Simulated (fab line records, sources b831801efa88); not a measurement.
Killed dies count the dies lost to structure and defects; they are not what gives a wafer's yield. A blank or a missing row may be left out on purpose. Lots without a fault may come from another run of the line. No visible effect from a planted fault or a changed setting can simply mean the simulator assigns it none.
Chamber matching | flow sky130 | 4 sister chambers for SKY_POLY_GATE_ETCH_17 on rieSi-01
The step etches poly-Si in HBr/Cl2, stops on SiO2, target depth 180 nm, time 70.5 s. 8 wafers are shown with their chamber, then 7 later ones without.

EACH WAFER AND ITS CHAMBER
wafer  | chamber | drypumpMotorCurrentA (A) | chamberPressureMTorr (mTorr)
L774.3 | 3       | 4.8                      | 10.013
L777.4 | 3       | 4.9                      | 10.013
L777.5 | 0       | 5.9                      | 9.985
L780.2 | 0       | 5.9                      | 10.009
L780.3 | 2       | 5.9                      | 10.007
L780.4 | 1       | 5.4                      | 9.976
L789.1 | 2       | 5.9                      | 9.998
L789.3 | 1       | 5.4                      | 10.000

WAFERS MISSING THEIR CHAMBER
wafer  | drypumpMotorCurrentA (A) | chamberPressureMTorr (mTorr)
L789.6 | 5.9                      | 10.003
L792.2 | 5.4                      | 9.990
L792.3 | 6.0                      | 9.992
L792.4 | 5.9                      | 9.977
L794.2 | 5.9                      | 10.007
L794.4 | 4.8                      | 9.992
L794.6 | 4.9                      | 10.004

CHAMBER TAKEN BY EACH
wafer  | from the rows above     | in truth
L789.6 | can't be placed: 2 or 0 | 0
L792.2 | 1                       | 1
L792.3 | can't be placed: 0 or 2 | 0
L792.4 | can't be placed: 0 or 2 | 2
L794.2 | can't be placed: 2 or 0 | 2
L794.4 | 3                       | 3
L794.6 | 3                       | 3
Correctly placed: 3 of 7. Unplaceable from these rows: 4, with the true chamber sitting among the candidates in 4. Wrongly placed: 0.
How it was worked out, from the rows above alone: a wafer's distance from a chamber is the root of the sum, over the readings, of the square of ((its reading less the chamber's mean) divided by the reading's scatter). The wafer belongs to the nearest chamber; if the next one is less than 2 further off, it can't be placed. The mean given for a chamber averages the wafers shown for that chamber. The scatter: the root of (the sum of the squares of (reading less its chamber's mean) over the shown wafers, divided by (wafers less chambers)).
